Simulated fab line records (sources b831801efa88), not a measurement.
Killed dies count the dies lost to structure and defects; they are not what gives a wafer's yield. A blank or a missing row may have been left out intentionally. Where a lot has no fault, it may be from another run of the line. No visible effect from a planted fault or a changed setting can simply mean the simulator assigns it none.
Struck lot and sound lot, side by side | flow sky130 | 15 steps out of a route of 708
Sound: these wafers, L135.3, L135.4, L135.5. Struck: wafer L139.5. The cause is named last.
For every step that has rows: the tool of each side, followed by ch and its chambers, followed by its first start. Under that, the readings that differ: sound wafers | struck wafers | difference of the means | sigmas: that difference in standard deviations of wafers without a fault.
alike: a reading whose means differ by less than 2 such deviations, as well as words and numbers matching on both sides. not compared: withheld readings; readings where some wafer has no value; bounds like >300 that might hide an equal value; numbers whose values overlap and for which the record gives no deviation.
A row with sigmas, a row that says differs or no value, or rows on one side alone: a step with any of these is where the two part. Numbers that don't overlap but have no deviation are shown without sigmas and don't part them. A reading that every wafer of one side lacks parts them only if that side has two wafers or more.

SKY_VIA1_CMP_02: polishes SiO2.
  sound on cmp-01 ch 0,3, day 34 17:17; struck on cmp-02 ch 3, day 36 01:40
  alike: edge zone pressure frac, motor current A
SKY_VIA1_BOW_MEAS_03:
  struck on film metro-03, day 36 01:51; sound on film metro-01, day 34 17:38
  alike: VIA1_BOW
then, 8 steps without rows for these wafers: SKY_VIA1_DEHYDRATE_04 (time 60 s); SKY_VIA1_HMDS_05 (prime time 60 s); SKY_VIA1_COAT_06 (resist thk 60 nm); SKY_VIA1_COAT_07 (resist thk 450 nm); SKY_VIA1_SOFTBAKE_08 (time 90 s); SKY_VIA1_EXPOSE_09 (exposes mask VIM, target cd 150 nm); SKY_VIA1_PEB_10; SKY_VIA1_DEVELOP_11 (develop time 60 s).
SKY_VIA1_CD_MEAS_12: target cd 150 nm.
  struck on cd sem-02, day 37 03:43; sound on cd sem-01, day 35 19:26
  alike: cd nm
SKY_VIA1_OVL_MEAS_13:
  struck on overlay-02, day 37 03:47; sound on overlay-01, day 35 19:31
  alike: VIA1_OVL
SKY_VIA1_ETCH_14: etches BARC in N2/H2, stops on SiO2, time 45.9 s, target depth 60 nm.
  sound on rie diel-02 ch 1,2, day 35 19:33; struck on rie diel-02 ch 2, day 37 03:49
  reading                                     | sound                | struck | difference | sigmas
  throttle valve pct (%)                      | 13.233 13.231 13.223 | 13.253 | +0.024     | +3
  model.KrF-thick_of_VIA1_COAT_07.thk nm (nm) | 391.5 392.4 391.9    | 394.7  | +2.8       |
  alike: drypump motor current A, oes product au
  not compared: rf hours counter h
SKY_VIA1_ETCH_15: etches SiO2 in C4F8/O2/Ar, stops on TiN, target depth 351 nm, time 54 s.
  sound on rie diel-02 ch 1,2, day 35 19:35; struck on rie diel-02 ch 2, day 37 03:52
  reading               | sound             | struck | difference | sigmas
  oes product au (a.u.) | 0.968 0.978 0.969 | 0.987  | +0.015     | +3
  not compared: rf hours counter h
after that, 1 step had no rows for these wafers: SKY_PAD_OPEN_PROBE_99.

WHERE THEY PART
Last at SKY_VIA1_ETCH_15 as far as this record goes, first at SKY_VIA1_ETCH_14.

WHY: the cause the simulator had injected
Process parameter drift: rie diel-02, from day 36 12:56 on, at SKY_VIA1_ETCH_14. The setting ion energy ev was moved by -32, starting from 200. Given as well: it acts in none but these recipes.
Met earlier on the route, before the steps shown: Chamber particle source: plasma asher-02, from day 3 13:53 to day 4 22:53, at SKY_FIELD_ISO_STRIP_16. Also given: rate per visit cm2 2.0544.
